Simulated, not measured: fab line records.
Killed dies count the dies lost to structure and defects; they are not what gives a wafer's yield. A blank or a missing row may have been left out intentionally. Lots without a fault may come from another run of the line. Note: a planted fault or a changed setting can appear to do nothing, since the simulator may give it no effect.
A struck lot beside a sound one    flow sky130    14 steps out of a route of 708
Sound: wafers L714.2, L714.4, L714.6. The struck wafers were L709.1, L709.3, L709.6. At the end, the cause is stated.
Each step with rows lists, per side, the tool, then ch with its chambers, then its first start. Under that, the readings that differ: sound wafers    struck wafers    difference of the means    sigmas: that difference in standard deviations of wafers without a fault.
alike: words and numbers the same on both sides, and readings whose means are apart by under 2 such deviations; not compared: readings that were withheld, readings missing a value for some wafer, numbers with overlapping values and no deviation given by the record, and bounds like >300 which may hide the same value.
Wherever a step has rows on one side only, a row that says differs or no value, or a row with sigmas, the two part there. Numbers that have no deviation but don't overlap get no sigmas and don't part them. Lack of a reading on every wafer of one side parts them only where that side has two or more wafers.

first, 4 steps without rows for these wafers: SKY_METAL1_STRIP_21 (strips in post etch residue remover, time 1200 s); SKY_METAL1_CLEAN_22 (cleans in IPA, time 180 s); SKY_METAL1_CLEAN_23 (cleans in O3/DIW); SKY_VIA1_HDPCVD_00 (deposits SiO2, target thk 1030 nm, time 171.7 s).
SKY_VIA1_THK_MEAS_01:
  sound on filmMetro-03, day 38 22:48; struck on filmMetro-04, day 37 13:23
  alike: VIA1_HDPCVD_THK
SKY_VIA1_CMP_02: polishes SiO2.
  sound on cmp-02 ch 1,2,3, day 38 22:54; struck on cmp-01 ch 0,1, day 37 13:26
  alike: motorCurrentA, slurryFlowMlMin
SKY_VIA1_BOW_MEAS_03:
  sound on filmMetro-01, day 38 23:10; struck on filmMetro-04, day 37 13:44
reading        sound     struck    difference  sigmas
VIA1_BOW (um)  89 91 97  72 68 80  -19         -3
then, 5 steps without rows for these wafers: SKY_VIA1_DEHYDRATE_04 (time 60 s); SKY_VIA1_HMDS_05 (prime time 60 s); SKY_VIA1_COAT_06 (resist thk 60 nm); SKY_VIA1_COAT_07 (resist thk 450 nm); SKY_VIA1_SOFTBAKE_08 (time 90 s).
SKY_VIA1_EXPOSE_09: exposes mask VIM, target cd 150 nm.
  sound on krfScanner-02 ch 0, day 39 11:47; struck on krfScanner-02, day 38 03:16
  no value came back on the struck wafers for exposureDoseMJCm2, focusOffsetNm (nm); on the sound wafers exposureDoseMJCm2 reads 37.97 37.98 37.97
  alike: mask
following that, these wafers have no rows for 1 step: SKY_VIA1_PEB_10.

WHERE THEY PART
At SKY_VIA1_BOW_MEAS_03 first; at SKY_VIA1_EXPOSE_09 last (within this record only).

WHY: what the simulator had put in
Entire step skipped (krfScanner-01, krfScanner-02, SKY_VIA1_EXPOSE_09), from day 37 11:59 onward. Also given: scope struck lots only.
